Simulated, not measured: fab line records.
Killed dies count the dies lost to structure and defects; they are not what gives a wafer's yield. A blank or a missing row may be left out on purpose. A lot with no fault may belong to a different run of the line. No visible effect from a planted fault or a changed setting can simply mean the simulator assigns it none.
What tool caused it? / flow gf180mcu / 13 lots with 39 wafers sampled at 5 steps, on a route of 602 steps

== WHAT EACH GAUGE READ, for each wafer ==
GF_HV_LDD_CD_MEAS_46: the cd target is 400 nm. Usual: cd_nm 399.5 nm, standard deviation 2.3.
lot=L585; measured=day 12 16:30; on=cd_sem-02; cd_nm (nm)=396.9 396.4 398.6; flag=
lot=L586; measured=day 13 01:34; on=cd_sem-02; cd_nm (nm)=398.0 397.7 395.9; flag=
lot=L587; measured=day 13 04:25; on=cd_sem-02; cd_nm (nm)=402.5 401.4 399.6; flag=
lot=L589; measured=day 13 21:29; on=cd_sem-02; cd_nm (nm)=403.0 403.4 402.3; flag=
lot=L590; measured=day 14 05:28; on=cd_sem-01; cd_nm (nm)=400.4 399.7 400.2; flag=
lot=L592; measured=day 14 15:18; on=cd_sem-02; cd_nm (nm)=399.7 399.0 400.0; flag=
lot=L596; measured=day 16 03:46; on=cd_sem-01; cd_nm (nm)=398.9 400.3 401.9; flag=
lot=L601; measured=day 17 15:49; on=cd_sem-02; cd_nm (nm)=396.3 398.0 398.4; flag=
lot=L602; measured=day 18 00:59; on=cd_sem-02; cd_nm (nm)=397.4 401.4 399.2; flag=
lot=L603; measured=day 18 07:41; on=cd_sem-02; cd_nm (nm)=396.9 398.1 398.5; flag=
lot=L604; measured=day 18 21:23; on=cd_sem-02; cd_nm (nm)=402.6 399.3 399.0; flag=
lot=L606; measured=day 19 08:55; on=cd_sem-01; cd_nm (nm)=402.0 400.6 402.1; flag=
lot=L607; measured=day 19 16:40; on=cd_sem-01; cd_nm (nm)=400.4 401.1 400.2; flag=

GF_HV_LDD_OVL_MEAS_47. Usual: HV_LDD_03_OVL -0.4 nm, standard deviation 1.3.
lot=L585; measured=day 12 16:36; on=overlay-01; HV_LDD_03_OVL (nm)=1.5 1.5 -0.2; flag=
lot=L586; measured=day 13 01:41; on=overlay-01; HV_LDD_03_OVL (nm)=-2.6 -1.8 -1.9; flag=
lot=L587; measured=day 13 04:32; on=overlay-02; HV_LDD_03_OVL (nm)=0.8 0.2 1.3; flag=
lot=L589; measured=day 13 21:35; on=overlay-02; HV_LDD_03_OVL (nm)=0.5 -1.3 -2.2; flag=
lot=L590; measured=day 14 05:34; on=overlay-02; HV_LDD_03_OVL (nm)=1.3 -1.4 1.3; flag=
lot=L592; measured=day 14 15:23; on=overlay-01; HV_LDD_03_OVL (nm)=-2.9 -0.1 -0.4; flag=
lot=L596; measured=day 16 03:53; on=overlay-02; HV_LDD_03_OVL (nm)=0.8 -0.8 0.1; flag=
lot=L601; measured=day 17 15:56; on=overlay-01; HV_LDD_03_OVL (nm)=-1.4 -1.0 -0.3; flag=
lot=L602; measured=day 18 01:06; on=overlay-01; HV_LDD_03_OVL (nm)=-1.1 0.1 1.1; flag=
lot=L603; measured=day 18 07:46; on=overlay-02; HV_LDD_03_OVL (nm)=-2.3 -0.4 -0.7; flag=
lot=L604; measured=day 18 21:29; on=overlay-02; HV_LDD_03_OVL (nm)=1.6 1.4 0.3; flag=
lot=L606; measured=day 19 09:02; on=overlay-02; HV_LDD_03_OVL (nm)=2.4 0.8 1.1; flag=
lot=L607; measured=day 19 16:47; on=overlay-01; HV_LDD_03_OVL (nm)=1.8 1.8 -0.3; flag=

GF_PSD_RS_MEAS_14: uses a four-point probe to measure. Usual: NSD_RS 46.15 ohm/sq, standard deviation 0.082.
lot=L585; measured=day 14 14:32; on=film_metro-01; NSD_RS (ohm/sq)=46.00 45.93 46.12; flag=
lot=L586; measured=day 14 23:08; on=film_metro-04; NSD_RS (ohm/sq)=46.15 46.19 46.25; flag=
lot=L587; measured=day 15 02:02; on=film_metro-04; NSD_RS (ohm/sq)=46.18 46.18 46.09; flag=
lot=L589; measured=day 15 20:05; on=film_metro-04; NSD_RS (ohm/sq)=46.12 46.12 46.33; flag=
lot=L590; measured=day 16 04:28; on=film_metro-02; NSD_RS (ohm/sq)=42.53 42.61 42.53; flag=OFF
lot=L592; measured=day 16 15:13; on=film_metro-04; NSD_RS (ohm/sq)=42.52 42.68 42.66; flag=OFF
lot=L596; measured=day 18 06:09; on=film_metro-01; NSD_RS (ohm/sq)=46.22 46.31 46.25; flag=
lot=L601; measured=day 19 20:25; on=film_metro-01; NSD_RS (ohm/sq)=46.14 46.22 46.21; flag=
lot=L602; measured=day 20 06:16; on=film_metro-02; NSD_RS (ohm/sq)=46.14 46.08 46.23; flag=
lot=L603; measured=day 20 11:55; on=film_metro-04; NSD_RS (ohm/sq)=46.15 46.19 46.05; flag=
lot=L604; measured=day 21 01:27; on=film_metro-02; NSD_RS (ohm/sq)=46.18 46.05 46.09; flag=
lot=L606; measured=day 21 13:18; on=film_metro-01; NSD_RS (ohm/sq)=46.21 46.15 46.19; flag=
lot=L607; measured=day 21 20:31; on=film_metro-01; NSD_RS (ohm/sq)=46.14 46.20 46.17; flag=

GF_PSD_RS_MEAS_15: uses a four-point probe to measure. Usual: PSD_RS 108.57 ohm/sq, standard deviation 0.23.
lot=L585; measured=day 14 14:40; on=film_metro-01; PSD_RS (ohm/sq)=108.49 108.16 108.24; flag=
lot=L586; measured=day 14 23:16; on=film_metro-04; PSD_RS (ohm/sq)=108.54 108.67 108.92; flag=
lot=L587; measured=day 15 02:09; on=film_metro-04; PSD_RS (ohm/sq)=108.29 108.84 108.85; flag=
lot=L589; measured=day 15 20:13; on=film_metro-04; PSD_RS (ohm/sq)=108.46 108.45 108.75; flag=
lot=L590; measured=day 16 04:35; on=film_metro-02; PSD_RS (ohm/sq)=102.20 101.89 102.01; flag=OFF
lot=L592; measured=day 16 15:20; on=film_metro-04; PSD_RS (ohm/sq)=101.94 102.16 102.18; flag=OFF
lot=L596; measured=day 18 06:16; on=film_metro-01; PSD_RS (ohm/sq)=108.67 108.63 108.73; flag=
lot=L601; measured=day 19 20:32; on=film_metro-01; PSD_RS (ohm/sq)=108.33 108.28 108.56; flag=
lot=L602; measured=day 20 06:23; on=film_metro-02; PSD_RS (ohm/sq)=108.64 108.68 108.85; flag=
lot=L603; measured=day 20 12:02; on=film_metro-04; PSD_RS (ohm/sq)=108.52 108.56 108.73; flag=
lot=L604; measured=day 21 01:34; on=film_metro-02; PSD_RS (ohm/sq)=108.94 108.53 108.26; flag=
lot=L606; measured=day 21 13:25; on=film_metro-01; PSD_RS (ohm/sq)=108.92 108.63 108.49; flag=
lot=L607; measured=day 21 20:38; on=film_metro-01; PSD_RS (ohm/sq)=108.70 108.70 108.67; flag=

== TOOL THAT RAN EACH LOT (tool first, then ch and the chambers of the sampled wafers, then the start) ==
lot=L585; GF_PSD_RTA_13=rtp_anneal-02 ch 0, day 14 14:27
lot=L586; GF_PSD_RTA_13=rtp_anneal-01 ch 0, day 14 22:58
lot=L587; GF_PSD_RTA_13=rtp_anneal-02 ch 0, day 15 01:56
lot=L589; GF_PSD_RTA_13=rtp_anneal-02 ch 0, day 15 20:00
lot=L590; GF_PSD_RTA_13=rtp_anneal-02 ch 0, day 16 04:22
lot=L592; GF_PSD_RTA_13=rtp_anneal-02 ch 0, day 16 15:07
lot=L596; GF_PSD_RTA_13=rtp_anneal-01 ch 0, day 18 06:04
lot=L601; GF_PSD_RTA_13=rtp_anneal-01 ch 0, day 19 20:19
lot=L602; GF_PSD_RTA_13=rtp_anneal-02 ch 0, day 20 06:11
lot=L603; GF_PSD_RTA_13=rtp_anneal-02 ch 0, day 20 11:49
lot=L604; GF_PSD_RTA_13=rtp_anneal-01 ch 0, day 21 01:22
lot=L606; GF_PSD_RTA_13=rtp_anneal-01 ch 0, day 21 13:13
lot=L607; GF_PSD_RTA_13=rtp_anneal-01 ch 0, day 21 20:26
- GF_PSD_RTA_13: time 20 s.

== WHAT THE TOOLS THEMSELVES READ (means of the sampled wafers that have a number; where no wafer has one, the mark that the record gives instead) ==
GF_PSD_RTA_13. Usual: lamp_power_pct 35.9 %, standard deviation 1; run_length_s 49.2 s, standard deviation 0.51; wafer_temp_C_max 1031.6, standard deviation 1.6.
lot=L585; tool=rtp_anneal-02; lamp_power_pct (%)=34.8; run_length_s (s)=49.0; wafer_temp_C_max=1032.5; flag=
lot=L586; tool=rtp_anneal-01; lamp_power_pct (%)=36.9; run_length_s (s)=51.4; wafer_temp_C_max=1030.3; flag=OFF
lot=L587; tool=rtp_anneal-02; lamp_power_pct (%)=34.8; run_length_s (s)=48.8; wafer_temp_C_max=1032.3; flag=
lot=L589; tool=rtp_anneal-02; lamp_power_pct (%)=34.8; run_length_s (s)=49.0; wafer_temp_C_max=1033.4; flag=
lot=L590; tool=rtp_anneal-02; lamp_power_pct (%)=34.8; run_length_s (s)=67.7; wafer_temp_C_max=1031.8; flag=OFF
lot=L592; tool=rtp_anneal-02; lamp_power_pct (%)=34.9; run_length_s (s)=67.9; wafer_temp_C_max=1032.0; flag=OFF
lot=L596; tool=rtp_anneal-01; lamp_power_pct (%)=36.9; run_length_s (s)=49.3; wafer_temp_C_max=1030.0; flag=
lot=L601; tool=rtp_anneal-01; lamp_power_pct (%)=36.9; run_length_s (s)=49.3; wafer_temp_C_max=1029.7; flag=
lot=L602; tool=rtp_anneal-02; lamp_power_pct (%)=34.9; run_length_s (s)=49.0; wafer_temp_C_max=1031.5; flag=
lot=L603; tool=rtp_anneal-02; lamp_power_pct (%)=34.9; run_length_s (s)=49.1; wafer_temp_C_max=1031.2; flag=
lot=L604; tool=rtp_anneal-01; lamp_power_pct (%)=36.8; run_length_s (s)=49.3; wafer_temp_C_max=1030.0; flag=
lot=L606; tool=rtp_anneal-01; lamp_power_pct (%)=36.9; run_length_s (s)=49.2; wafer_temp_C_max=1030.9; flag=
lot=L607; tool=rtp_anneal-01; lamp_power_pct (%)=36.9; run_length_s (s)=49.3; wafer_temp_C_max=1030.8; flag=

== THE ANSWER, worked out from the rows above alone ==
Rule: a lot counts as off when the mean over its wafers that have a number is more than 3 standard deviations away from the usual mean. A lot without any number at a reading at which 4 lots or more have one is off too. Any other lot the step has rows for is counted as sound. Order of review: gauges by route order, followed by the tools' own readings, for which a lot's mean as printed above is used. At the first step where some lot is off, the reading lying furthest off is the one used; lots without a number count as furthest.
Off: at GF_PSD_RS_MEAS_14 (NSD_RS), L590, L592.
If a tool, at a process step before that reading, ran all the lots that are off and no sound lot after the first of them, it fits. Not tried: the gauges at GF_PSD_RS_MEAS_14; whatever is off there is also off at GF_PSD_RTA_13, on other tools, and gauge error can't account for it. Not one of the candidates tried fits.

== WHAT HAD BEEN PUT IN BY THE SIMULATOR ==
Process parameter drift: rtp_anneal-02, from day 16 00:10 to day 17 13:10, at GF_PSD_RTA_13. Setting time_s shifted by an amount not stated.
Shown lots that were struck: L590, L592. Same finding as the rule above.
